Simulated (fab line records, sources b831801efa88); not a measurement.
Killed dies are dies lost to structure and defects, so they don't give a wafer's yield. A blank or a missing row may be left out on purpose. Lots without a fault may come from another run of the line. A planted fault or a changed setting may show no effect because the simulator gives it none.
Which tool did it? | flow sky130 | 11 lots, 33 wafers sampled, at 4 steps of a route of 708

WHAT THE GAUGES READ, wafer by wafer
SKY_CONTACT_RS_MEAS_25: measures by four-point-probe.
lot  | measured     | on            | CONTACT_W_RS (ohm/sq)
L792 | day 32 20:04 | film_metro-04 | 0.339 0.338 0.338
L793 | day 33 00:26 | film_metro-04 | 0.337 0.337 0.338
L795 | day 33 08:58 | film_metro-02 | 0.341 0.340 0.335
L798 | day 33 17:20 | film_metro-04 | 0.341 0.338 0.340
L799 | day 34 09:44 | film_metro-04 | 0.337 0.335 0.339
L800 | day 34 13:41 | film_metro-04 | 0.336 0.327 0.337
L804 | day 35 11:14 | film_metro-02 | 0.337 0.336 0.333
L805 | day 36 09:50 | film_metro-01 | 0.340 0.337 0.343
L808 | day 36 18:37 | film_metro-04 | 0.227 0.228 0.332
L809 | day 36 23:41 | film_metro-02 | 0.228 0.331 0.228
L810 | day 37 05:04 | film_metro-04 | 0.232 0.336 0.335

WHICH TOOL RAN EACH LOT (tool, then ch and the chambers of the sampled wafers, then the start)
lot  | SKY_FIELD_ISO_CMP_27         | SKY_POLY_CUT_ETCH_11               | SKY_CONTACT_CVD_24
L792 | cmp-02 ch 0,1,2, day 2 15:19 | rie_diel-01 ch 0,1,2, day 25 15:15 | cvd_w-01 ch 0,1, day 32 19:56
L793 | cmp-01 ch 0,1,2, day 3 02:47 | rie_diel-04 ch 0,2,3, day 25 17:48 | cvd_w-01 ch 0,1, day 33 00:19
L795 | cmp-01 ch 0,2,3, day 3 09:45 | rie_diel-02 ch 0,1,3, day 26 01:51 | cvd_w-02 ch 0,1, day 33 08:50
L798 | cmp-01 ch 0,3, day 3 17:27   | rie_diel-01 ch 2,3, day 26 13:56   | cvd_w-02 ch 0,1, day 33 17:11
L799 | cmp-02 ch 1,3, day 4 03:22   | rie_diel-04 ch 0,2,3, day 27 07:20 | cvd_w-01 ch 0,1, day 34 09:38
L800 | cmp-02 ch 0,1,2, day 4 07:22 | rie_diel-02 ch 0,1,3, day 27 10:42 | cvd_w-01 ch 0,1, day 34 13:35
L804 | cmp-01 ch 0,2,3, day 5 02:11 | rie_diel-01 ch 0,1,3, day 28 11:17 | cvd_w-01 ch 0,1, day 35 11:08
L805 | cmp-02 ch 0,2, day 5 06:29   | rie_diel-02 ch 0,2,3, day 29 10:50 | cvd_w-02 ch 0,1, day 36 09:43
L808 | cmp-02 ch 2,3, day 5 20:40   | rie_diel-02 ch 1,2,3, day 29 19:29 | cvd_w-01 ch 0,1, day 36 18:29
L809 | cmp-02 ch 0,2,3, day 6 01:10 | rie_diel-04 ch 1,2,3, day 30 01:42 | cvd_w-01 ch 0,1, day 36 23:35
L810 | cmp-02 ch 1,2,3, day 6 06:56 | rie_diel-04 ch 0,1,2, day 30 09:05 | cvd_w-01 ch 0,1, day 37 04:57
- SKY_FIELD_ISO_CMP_27: polishes, stops on Si3N4, t overpolish 16 s, target thk 457.8 nm.
- SKY_POLY_CUT_ETCH_11: etches Si3N4 in CF4/CH2F2/Ar, stops on poly-Si, time 42.5 s, target depth 60 nm.
- SKY_CONTACT_CVD_24: deposits W, target thk 340 nm, time 102.12 s.

THE ANSWER, worked out from the rows above alone
Rule: what is usual is taken from the lots themselves. Put in order of their means at a reading, lots are off if they are a third of the lots or fewer, leave a main group of 4 or more, and stand apart from it by a gap of 3 or more times the standard deviation of the main group's means; of several such gaps the widest counts. A main group whose means are all the same, to the digits that the tables above print for the reading, isn't used. A lot without any number at a reading at which 4 lots or more have one is off too. The other lots that the step has rows for count as sound.
Off: L808, L809, L810, at SKY_CONTACT_RS_MEAS_25 (CONTACT_W_RS). The main group: mean 0.337 ohm/sq, standard deviation 0.0021.
A tool fits if, at a process step before that reading, it ran every lot that is off, and no sound lot after the first of them. The gauges at SKY_CONTACT_RS_MEAS_25 are tried like those tools. Can't be told from this: 2 tools fit, cmp-02 at SKY_FIELD_ISO_CMP_27, cvd_w-01 at SKY_CONTACT_CVD_24.

WHAT THE SIMULATOR HAD PUT IN
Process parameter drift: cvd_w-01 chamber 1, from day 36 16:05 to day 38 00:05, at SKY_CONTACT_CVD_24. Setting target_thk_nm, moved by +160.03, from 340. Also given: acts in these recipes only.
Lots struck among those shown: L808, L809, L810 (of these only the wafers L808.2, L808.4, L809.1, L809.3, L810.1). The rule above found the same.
